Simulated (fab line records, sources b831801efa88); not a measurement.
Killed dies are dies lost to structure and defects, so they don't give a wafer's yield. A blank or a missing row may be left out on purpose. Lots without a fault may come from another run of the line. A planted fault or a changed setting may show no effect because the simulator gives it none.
One fault seen from 2 desks | flow gf180mcu | each desk has only its own numbers; what lay behind them comes last

THE TOOL OWNER'S DESK: implanter-01
The tool's own readings at GF_NWELL_IMPLANT_09: means of the sampled wafers that have a number, for each lot that ran on this tool. A lot is out of limits, marked OUT, if its mean lies more than 4 standard deviations from the usual mean; the brackets give that distance.
Columns: A = beam_on_s at GF_NWELL_IMPLANT_09, usual 9.99 s; B = faraday_current_uA at GF_NWELL_IMPLANT_09, usual 22.6
lot  | first seen here | A                | B
L581 | day 3 07:10     | 9.93             | 22.8
L590 | day 5 10:01     | 11.51 (+7.6) OUT | 19.6 (-6.7) OUT
L592 | day 5 21:05     | 11.29 (+6.5) OUT | 19.9 (-5.9) OUT
This desk's finding: out of limits on L590, L592; first on L590, day 5 10:01 (beam_on_s at GF_NWELL_IMPLANT_09). In limits: L581.

THE METROLOGY DESK
What the gauges read, lot by lot, whatever tool the lot ran on: means of the sampled wafers that have a number. A lot is out of limits, marked OUT, if its mean lies more than 4 standard deviations from the usual mean; the brackets give that distance.
Columns: A = NWELL_RS at GF_VT_IMPLANT_RS_MEAS_47, usual 487.8 ohm/sq; B = M2_ALCU_RS at GF_M2_RS_MEAS_05, usual 0.0687 ohm/sq
lot  | first seen here | A                | B
L581 | day 7 14:42     | 486.7            | 0.0681
L582 | day 7 17:25     | 486.3            | 0.0689
L583 | day 8 06:25     | 487.5            | 0.0686
L584 | day 8 20:25     | 487.6            | 0.0681
L585 | day 8 23:19     | 489.7            | 0.0692
L590 | day 10 03:05    | 479.3 (-6.5) OUT | -
L592 | day 10 17:01    | 478.8 (-6.9) OUT | 0.0686
L596 | day 12 00:56    | 487.0            | 0.0686
L597 | day 12 01:54    | 488.4            | 0.0683
L599 | day 12 15:28    | 487.5            | 0.0693
L600 | day 12 23:46    | 486.1            | 0.0684
L602 | day 13 09:08    | 488.0            | 0.0681
L603 | day 13 18:36    | 490.0            | 0.0706
This desk's finding: out of limits on L590, L592; first on L590, day 10 03:05 (NWELL_RS at GF_VT_IMPLANT_RS_MEAS_47). In limits: L581, L582, L583, L584, L585, L596, L597, L599, L600, L602, L603.

PUT TOGETHER
The tool owner's desk could have raised an alarm at day 5 10:01, on L590, L592.
The metrology desk could have raised an alarm at day 10 03:05, on L590, L592.
Of the lots named, all ran GF_NWELL_IMPLANT_09 on implanter-01.

WHAT THE SIMULATOR HAD PUT IN
Process parameter drift: implanter-01, from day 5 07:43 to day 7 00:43, at GF_NWELL_IMPLANT_09. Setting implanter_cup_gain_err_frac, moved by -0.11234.
Lots struck among those shown: L590, L592.
Hours from the fault's start to each desk's first reading out of limits: the tool owner's desk, 2; the metrology desk, 115.
